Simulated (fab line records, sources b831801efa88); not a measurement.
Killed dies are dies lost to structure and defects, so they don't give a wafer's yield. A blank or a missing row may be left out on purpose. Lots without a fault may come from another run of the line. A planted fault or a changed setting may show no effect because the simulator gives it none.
Tool commonality check | flow sky130 | 13 lots, 39 wafers sampled

WHY IT WAS OPENED
At SKY_VT_ADJUST_HVTP_TW_MEAS_11 the reading VT_ADJUST_HVTP_TW is flagged on 1 of 13 lots. Wafers without a fault read 1359, standard deviation 12.
Rule: a lot is flagged when every wafer of it that has a number lies more than 4 standard deviations from that mean, or none has a number. The other lots count as sound.

lot  | measured     | on            | VT_ADJUST_HVTP_TW, wafer by wafer | flag
L328 | day 6 02:49  | film_metro-01 | 1373 1365 1373                    |
L329 | day 6 10:58  | film_metro-02 | 1362 1358 1364                    |
L330 | day 6 18:34  | film_metro-03 | 1342 1346 1348                    |
L332 | day 7 03:04  | film_metro-02 | 30 30 30                          | FLAGGED
L335 | day 8 02:52  | film_metro-02 | 1368 1368 1371                    |
L340 | day 9 05:37  | film_metro-01 | 1362 1365 1357                    |
L342 | day 9 17:26  | film_metro-02 | 1374 1369 1369                    |
L344 | day 10 07:43 | film_metro-03 | 1347 1350 1346                    |
L345 | day 10 13:41 | film_metro-01 | 1370 1372 1380                    |
L347 | day 11 02:46 | film_metro-03 | 1342 1343 1342                    |
L348 | day 11 06:10 | film_metro-02 | 1366 1366 1356                    |
L349 | day 11 17:59 | film_metro-02 | 1362 1364 1359                    |
L350 | day 12 04:31 | film_metro-02 | 1363 1358 1361                    |
The numbers of the flagged lots are 30 on average: -1329 against the usual, or -99 or more standard deviations.

WHICH TOOL RAN EACH LOT
The record holds 4 process steps before the reading, out of a route of 708 steps. In each cell: the tool, then ch and the chambers that the sampled wafers went through, then the start.
lot  | flag    | SKY_PWDE_STRIP_09                   | SKY_NWELL_RTA_28                 | SKY_VT_ADJUST_HVTP_EXPOSE_04        | SKY_VT_ADJUST_HVTP_STRIP_10
L328 |         | plasma_asher-01 ch 0,1, day 3 22:22 | rtp_anneal-02 ch 0, day 5 08:29  | iline_stepper-02 ch 0, day 5 17:38  | plasma_asher-03 ch 0, day 6 02:43
L329 |         | plasma_asher-02 ch 1, day 4 05:57   | rtp_anneal-02 ch 0, day 5 15:43  | iline_stepper-01 ch 0, day 6 01:34  | plasma_asher-01 ch 0,1, day 6 10:52
L330 |         | plasma_asher-04 ch 0,1, day 4 12:12 | rtp_anneal-02 ch 0, day 6 00:09  | iline_stepper-01 ch 0, day 6 09:10  | plasma_asher-03 ch 0,1, day 6 18:28
L332 | FLAGGED | plasma_asher-01 ch 0,1, day 4 19:01 | rtp_anneal-01 ch 0, day 6 07:57  | iline_stepper-02 ch 0, day 6 17:11  | plasma_asher-01 ch 0,1, day 7 02:58
L335 |         | plasma_asher-02 ch 0,1, day 5 15:47 | rtp_anneal-02 ch 0, day 7 06:10  | iline_stepper-02 ch 0, day 7 17:02  | plasma_asher-04 ch 0,1, day 8 02:46
L340 |         | plasma_asher-01 ch 0,1, day 6 14:37 | rtp_anneal-02 ch 0, day 8 07:17  | iline_stepper-01 ch 0, day 8 18:50  | plasma_asher-04 ch 0,1, day 9 05:31
L342 |         | plasma_asher-01 ch 0,1, day 7 02:35 | rtp_anneal-01 ch 0, day 8 19:14  | iline_stepper-01 ch 0, day 9 06:26  | plasma_asher-01 ch 0,1, day 9 17:20
L344 |         | plasma_asher-02 ch 0,1, day 7 14:21 | rtp_anneal-01 ch 0, day 9 08:42  | iline_stepper-01 ch 0, day 9 19:55  | plasma_asher-04 ch 0,1, day 10 07:37
L345 |         | plasma_asher-02 ch 0,1, day 7 20:15 | rtp_anneal-02 ch 0, day 9 14:48  | iline_stepper-02 ch 0, day 10 02:12 | plasma_asher-03 ch 0,1, day 10 13:34
L347 |         | plasma_asher-01 ch 0,1, day 8 06:49 | rtp_anneal-01 ch 0, day 10 02:48 | iline_stepper-02 ch 0, day 10 14:46 | plasma_asher-03 ch 0, day 11 02:40
L348 |         | plasma_asher-02 ch 0,1, day 8 09:56 | rtp_anneal-02 ch 0, day 10 05:55 | iline_stepper-01 ch 0, day 10 18:12 | plasma_asher-01 ch 0,1, day 11 06:04
L349 |         | plasma_asher-01 ch 0,1, day 8 18:57 | rtp_anneal-01 ch 0, day 10 17:15 | iline_stepper-02 ch 0, day 11 05:38 | plasma_asher-04 ch 0,1, day 11 17:54
L350 |         | plasma_asher-01 ch 0,1, day 9 05:05 | rtp_anneal-02 ch 0, day 11 03:06 | iline_stepper-02 ch 0, day 11 15:43 | plasma_asher-04 ch 0,1, day 12 04:25
What these steps do:
- SKY_PWDE_STRIP_09: strips in O2/N2.
- SKY_NWELL_RTA_28: time 30 s.
- SKY_VT_ADJUST_HVTP_EXPOSE_04: exposes mask HVTPM, target cd 380 nm.
- SKY_VT_ADJUST_HVTP_STRIP_10: strips in O2/N2.
- SKY_VT_ADJUST_HVTP_TW_MEAS_11

FLAGGED OVER TOTAL, TOOL BY TOOL (the gauges that took the reading come last)
step                          | tool             | lots run | flagged | share of the flagged lots | sound lots run after its first flagged lot
SKY_PWDE_STRIP_09             | plasma_asher-01  | 7        | 1       | all                       | 5 (L340,L342,L347,L349,L350)
SKY_PWDE_STRIP_09             | plasma_asher-02  | 5        | 0       | none                      | -
SKY_PWDE_STRIP_09             | plasma_asher-04  | 1        | 0       | none                      | -
SKY_NWELL_RTA_28              | rtp_anneal-01    | 5        | 1       | all                       | 4 (L342,L344,L347,L349)
SKY_NWELL_RTA_28              | rtp_anneal-02    | 8        | 0       | none                      | -
SKY_VT_ADJUST_HVTP_EXPOSE_04  | iline_stepper-01 | 6        | 0       | none                      | -
SKY_VT_ADJUST_HVTP_EXPOSE_04  | iline_stepper-02 | 7        | 1       | all                       | 5 (L335,L345,L347,L349,L350)
SKY_VT_ADJUST_HVTP_STRIP_10   | plasma_asher-01  | 4        | 1       | all                       | 2 (L342,L348)
SKY_VT_ADJUST_HVTP_STRIP_10   | plasma_asher-03  | 4        | 0       | none                      | -
SKY_VT_ADJUST_HVTP_STRIP_10   | plasma_asher-04  | 5        | 0       | none                      | -
SKY_VT_ADJUST_HVTP_TW_MEAS_11 | film_metro-01    | 3        | 0       | none                      | -
SKY_VT_ADJUST_HVTP_TW_MEAS_11 | film_metro-02    | 7        | 1       | all                       | 5 (L335,L342,L348,L349,L350)
SKY_VT_ADJUST_HVTP_TW_MEAS_11 | film_metro-03    | 3        | 0       | none                      | -

WHAT THE TABLE ALLOWS
5 rows of the table ran every flagged lot: plasma_asher-01 at SKY_PWDE_STRIP_09, rtp_anneal-01 at SKY_NWELL_RTA_28, iline_stepper-02 at SKY_VT_ADJUST_HVTP_EXPOSE_04, plasma_asher-01 at SKY_VT_ADJUST_HVTP_STRIP_10, film_metro-02 at SKY_VT_ADJUST_HVTP_TW_MEAS_11.
- plasma_asher-01 at SKY_PWDE_STRIP_09: 1 of its 7 lots flagged. Sound lots ran on it after the first flagged one (L340, L342, L347, L349, L350), which a lasting fault on the whole tool wouldn't allow.
- rtp_anneal-01 at SKY_NWELL_RTA_28: 1 of its 5 lots flagged. Sound lots ran on it after the first flagged one (L342, L344, L347, L349), which a lasting fault on the whole tool wouldn't allow.
- iline_stepper-02 at SKY_VT_ADJUST_HVTP_EXPOSE_04: 1 of its 7 lots flagged. Sound lots ran on it after the first flagged one (L335, L345, L347, L349, L350), which a lasting fault on the whole tool wouldn't allow.
- plasma_asher-01 at SKY_VT_ADJUST_HVTP_STRIP_10: 1 of its 4 lots flagged. Sound lots ran on it after the first flagged one (L342, L348), which a lasting fault on the whole tool wouldn't allow.
- film_metro-02 at SKY_VT_ADJUST_HVTP_TW_MEAS_11: 1 of its 7 lots flagged. Sound lots ran on it after the first flagged one (L335, L342, L348, L349, L350), which a lasting fault on the whole tool wouldn't allow.
No row of the table ran every flagged lot and no sound lot after the first.

WHAT THE SIMULATOR HAD PUT IN
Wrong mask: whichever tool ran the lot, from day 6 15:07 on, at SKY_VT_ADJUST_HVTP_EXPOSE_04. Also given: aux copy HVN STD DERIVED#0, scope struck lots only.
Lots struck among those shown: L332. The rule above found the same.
